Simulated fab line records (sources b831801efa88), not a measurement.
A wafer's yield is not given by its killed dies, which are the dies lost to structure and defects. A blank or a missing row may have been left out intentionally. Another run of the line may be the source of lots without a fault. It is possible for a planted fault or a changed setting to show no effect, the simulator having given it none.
The same fault as seen by 2 desks ; flow sky130 ; each desk holds nothing but its own numbers, with what lay behind them at the end

== METROLOGY DESK ==
Lot by lot, what the gauges showed, no matter which tool ran the lot: averages of those sampled wafers that carry a number. If a lot's mean is further than 4 standard deviations from the usual mean, the lot is out of limits and carries the mark OUT (the distance appears in the brackets).
Columns: A = VIA1_BOW at SKY_VIA1_BOW_MEAS_03, usual 81 um; B = METAL2_ALCU_RS at SKY_METAL2_RS_MEAS_05, usual 0.1263 ohm/sq; C = METAL2_ALCU_THK at SKY_METAL2_THK_MEAS_06, usual 251 nm; D = cd nm at SKY_METAL2_CD_MEAS_15, usual 140.1 nm
lot;first seen here;A;B;C;D
L812;day 33 04:29;75;0.1270;251;141.0
L813;day 33 04:43;83;0.1263;250;139.0
L814;day 33 14:17;72;0.1281;245;138.7
L815;day 33 17:23;85;0.1285;246;138.7
L818;day 35 20:23;81;0.1278;249;139.0
L824;day 37 01:42;81;0.1167 (-6.0) OUT;275 (+7.3) OUT;142.8
L827;day 37 22:05;84;0.1259;250;140.1
L825;day 38 01:14;73;0.1160 (-6.5) OUT;279 (+8.5) OUT;140.5
L828;day 38 02:10;77;0.1230;256;140.8
L830;day 38 22:26;85;0.1253;253;139.7
L831;day 39 04:56;77;0.1270;248;141.7
L835;day 40 02:41;77;0.1290;246;140.1
L834;day 40 04:35;70;0.1254;251;140.2
This desk's finding: out of limits on L824, L825; first on L824, day 38 03:41 (METAL2_ALCU_RS at SKY_METAL2_RS_MEAS_05). L812, L813, L814, L815, L818, L827, L828, L830, L831, L835, L834 stayed within limits.

== AT THE TOOL OWNER'S DESK: pvd sputter-04 ==
The tool's own readings at SKY_METAL2_SPUTTER_02 (material AlCu, target thk 250 nm, time 13.3 s): means of the sampled wafers that have a number, for each lot that ran on this tool. If a lot's mean is further than 4 standard deviations from the usual mean, the lot is out of limits and carries the mark OUT (the distance appears in the brackets).
Columns: A = throttle valve pct at SKY_METAL2_SPUTTER_02, usual 30.2 %
lot;first seen here;A
L812;day 34 08:58;29.7
L814;day 35 18:25;30.0
L815;day 35 19:23;29.6
L818;day 36 16:31;30.1
L824;day 38 03:34;30.2
L825;day 39 05:15;30.1
L834;day 41 07:40;30.5
Finding of this desk: none of the 7 lots has anything out of limits.

== PUT TOGETHER ==
An alarm was possible from the metrology desk at day 38 03:41, on L824, L825.
The desk of the tool owner found nothing out of limits.
On record at the tool owner's desk: L824, L825, within its limits.
All the named lots went through SKY_METAL2_SPUTTER_02 on pvd sputter-04.

== WHAT WAS PUT IN BY THE SIMULATOR ==
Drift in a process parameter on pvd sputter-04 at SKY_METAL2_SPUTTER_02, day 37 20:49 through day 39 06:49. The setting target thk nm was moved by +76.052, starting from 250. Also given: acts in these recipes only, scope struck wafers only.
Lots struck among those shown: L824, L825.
Per desk, hours elapsed from the start of the fault to the first reading out of limits: for the metrology desk, 7.
